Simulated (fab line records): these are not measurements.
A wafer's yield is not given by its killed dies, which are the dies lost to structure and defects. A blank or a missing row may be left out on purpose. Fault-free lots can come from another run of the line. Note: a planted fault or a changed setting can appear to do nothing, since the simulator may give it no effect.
Struck lot and sound lot, side by side / flow sky130 / 15 steps out of a route of 708
Sound: the wafers L404.1, L404.2, L404.4. Wafers L395.1, L395.3, L395.4 were the ones struck. At the end, the cause is stated.
Each step with rows lists, per side, the tool, then ch with its chambers, then its first start. Under that, the readings that differ: sound wafers / struck wafers / difference of the means / sigmas: that difference in standard deviations of wafers without a fault.
alike: readings with means less than 2 such deviations apart, plus words and numbers identical on both sides. not compared: withheld readings, readings lacking a value on some wafer, bounds such as >300 that could conceal the same value, and numbers that have no deviation in the record and whose values overlap.
The two part at a step that has a row with sigmas, a row that says differs or no value, or rows on one side only. Numbers that have no deviation but don't overlap get no sigmas and don't part them. A reading that every wafer of one side lacks parts them only if that side has two wafers or more.

first, 1 step without rows for these wafers: SKY_VIA2_ETCH_15 (etches SiO2 in C4F8/O2/Ar, stops on TiN, target depth 546 nm, time 84 s).
SKY_VIA2_STRIP_16: strips in O2/N2.
  sound on plasma-asher-02 ch 0,1, day 41 09:25; struck on plasma-asher-03 ch 0,1, day 38 22:28
  alike: chamber-pressure-mTorr, drypump-motor-current-A, n2-flow-sccm, oes-product-au, strip-time-to-endpoint-s
  not compared: rf-hours-counter-h
then, 3 steps without rows for these wafers: SKY_VIA2_STRIP_17 (strips in post etch residue remover, time 1200 s); SKY_VIA2_CLEAN_18 (cleans in IPA, time 180 s); SKY_VIA2_CLEAN_19 (cleans in O3/DIW).
SKY_VIA2_SPUTTER_20: material TiN, target thk 20 nm, time 80 s.
  sound on pvd-sputter-03, day 41 10:02; struck on pvd-sputter-04, day 38 23:04
  alike: cathode-dc-power-W, chamber-pressure-pa, throttle-valve-pct
then, 1 step without rows for these wafers: SKY_VIA2_CVD_21 (deposits W, target thk 420 nm, time 126.4 s).
SKY_VIA2_RS_MEAS_22: a four-point-probe measurement.
  sound on film-metro-04, day 41 10:14; struck on film-metro-04, day 38 23:16
  alike: VIA2_W_RS
SKY_VIA2_THK_MEAS_23: measures by xrf.
  sound on film-metro-04, day 41 10:21; struck on film-metro-04, day 38 23:23
  alike: VIA2_W_THK
SKY_VIA2_CMP_24: polishes, stops on SiO2, t overpolish 20 s, target thk 0 nm.
  sound on cmp-02 ch 0,1,3, day 41 10:25; struck on cmp-01 ch 0,2,3, day 38 23:26
  alike: motor-current-A, overpolish-run-s, time-to-endpoint-s
then, 1 step without rows for these wafers: SKY_METAL3_SPUTTER_00 (material Ti, target thk 15 nm, time 10 s).
SKY_METAL3_SPUTTER_01: material TiN, target thk 20 nm, time 16.7 s.
  sound on pvd-sputter-02, day 41 10:44; struck on pvd-sputter-03, day 38 23:46
  alike: cathode-dc-power-W, chamber-pressure-pa, throttle-valve-pct
SKY_METAL3_SPUTTER_02: material AlCu, target thk 735 nm, time 39.1 s.
  sound on pvd-sputter-02, day 41 10:46; struck on pvd-sputter-03, day 38 23:47
  no value came back on the struck wafers for cathode-dc-power-W (W), chamber-pressure-pa (Pa), throttle-valve-pct (%); on the sound wafers cathode-dc-power-W (W) reads 10599 10599 10601
SKY_METAL3_SPUTTER_03: material Ti, target thk 5 nm, time 3.3 s.
  sound on pvd-sputter-02, day 41 10:47; struck on pvd-sputter-03, day 38 23:50
  alike: cathode-dc-power-W, chamber-pressure-pa, throttle-valve-pct
-- the record jumps here: 9 days lie between the struck wafers' starts before and after (it left off in module METAL3 and takes up again in module PAD_OPEN, whose first step shown is number 708 of the route) --
SKY_PAD_OPEN_PROBE_99:
  only the struck wafers here have rows in the record (prober-01, day 47 21:53); the sound ones have none

== WHERE THEY PART ==
Last at SKY_PAD_OPEN_PROBE_99 as far as this record goes, first at SKY_METAL3_SPUTTER_02.

WHY: the cause the simulator had injected
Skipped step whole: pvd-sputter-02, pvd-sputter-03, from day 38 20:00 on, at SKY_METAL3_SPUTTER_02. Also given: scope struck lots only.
